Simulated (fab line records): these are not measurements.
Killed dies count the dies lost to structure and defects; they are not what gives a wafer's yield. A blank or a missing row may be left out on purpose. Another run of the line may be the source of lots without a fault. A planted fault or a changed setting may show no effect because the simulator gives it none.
Matching of chambers + flow gf180mcu + 4 sister chambers for GF_V1_ETCH_16 on rie diel-02
The step etches BARC in N2/H2. 16 wafers are shown with their chamber, then 8 later ones without.

## WAFERS PAIRED WITH THEIR CHAMBERS
| wafer  | chamber | drypump motor current A (A) | n2 flow sccm (sccm) | oes product au (a.u.) |
|--------|---------|-----------------------------|---------------------|-----------------------|
| L749.1 | 3       | 5.3                         | 99.71               | 0.859                 |
| L749.2 | 2       | 5.8                         | 100.41              | 0.851                 |
| L749.3 | 1       | 6.1                         | 99.96               | 0.853                 |
| L754.2 | 1       | 6.2                         | 99.83               | 0.849                 |
| L754.4 | 0       | 5.8                         | 99.90               | 0.859                 |
| L754.5 | 3       | 5.3                         | 100.19              | 0.854                 |
| L755.1 | 3       | 5.3                         | 99.54               | 0.855                 |
| L755.5 | 1       | 6.2                         | 99.99               | 0.851                 |
| L755.6 | 2       | 5.9                         | 99.94               | 0.858                 |
| L758.2 | 3       | 5.3                         | 99.86               | 0.857                 |
| L758.5 | 3       | 5.3                         | 99.86               | 0.859                 |
| L758.6 | 0       | 5.8                         | 100.39              | 0.847                 |
| L765.4 | 1       | 6.2                         | 99.92               | 0.850                 |
| L765.5 | 2       | 5.9                         | 100.19              | 0.859                 |
| L765.6 | 3       | 5.3                         | 99.46               | 0.858                 |
| L769.3 | 0       | 5.8                         | 100.06              | 0.850                 |

SIGNATURES (averages over the wafers above)
| reading                 | chamber 0 | chamber 1 | chamber 2 | chamber 3 | scatter within a chamber |
|-------------------------|-----------|-----------|-----------|-----------|--------------------------|
| drypump motor current A | 5.800     | 6.175     | 5.867     | 5.300     | 0.0344                   |
| n2 flow sccm            | 100.1167  | 99.9250   | 100.1800  | 99.7700   | 0.223                    |
| oes product au          | 0.85200   | 0.85075   | 0.85600   | 0.85700   | 0.0035                   |
Rule: a wafer's distance from a chamber is the root of the sum, over the readings, of the square of ((its reading less the chamber's mean) divided by the reading's scatter). If the next closest chamber is less than 2 further off than the closest, the wafer can't be placed; otherwise it belongs to the closest. The scatter: the root of (the sum of the squares of (reading less its chamber's mean) over the shown wafers, divided by (wafers less chambers)).

## WAFERS WITH NO CHAMBER GIVEN
| wafer  | drypump motor current A (A) | n2 flow sccm (sccm) | oes product au (a.u.) |
|--------|-----------------------------|---------------------|-----------------------|
| L769.5 | 5.8                         | 99.83               | 0.844                 |
| L769.6 | 6.1                         | 99.72               | 0.855                 |
| L770.1 | 6.1                         | 100.29              | 0.855                 |
| L770.3 | 5.9                         | 99.75               | 0.846                 |
| L770.6 | 5.9                         | 99.64               | 0.853                 |
| L772.1 | 6.2                         | 100.60              | 0.858                 |
| L772.5 | 5.9                         | 100.08              | 0.857                 |
| L772.6 | 5.3                         | 99.67               | 0.857                 |

## EACH ONE'S CHAMBER
| wafer  | from the rows above     | in truth |
|--------|-------------------------|----------|
| L769.5 | can't be placed: 0 or 2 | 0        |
| L769.6 | 1                       | 1        |
| L770.1 | 1                       | 1        |
| L770.3 | can't be placed: 2 or 0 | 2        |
| L770.6 | can't be placed: 2 or 0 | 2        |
| L772.1 | 1                       | 1        |
| L772.5 | 2                       | 2        |
| L772.6 | 3                       | 3        |
Placed correctly: 5 of 8. Can't be placed from these rows: 3 (the true chamber is among the candidates in 3). Wrongly placed: 0.
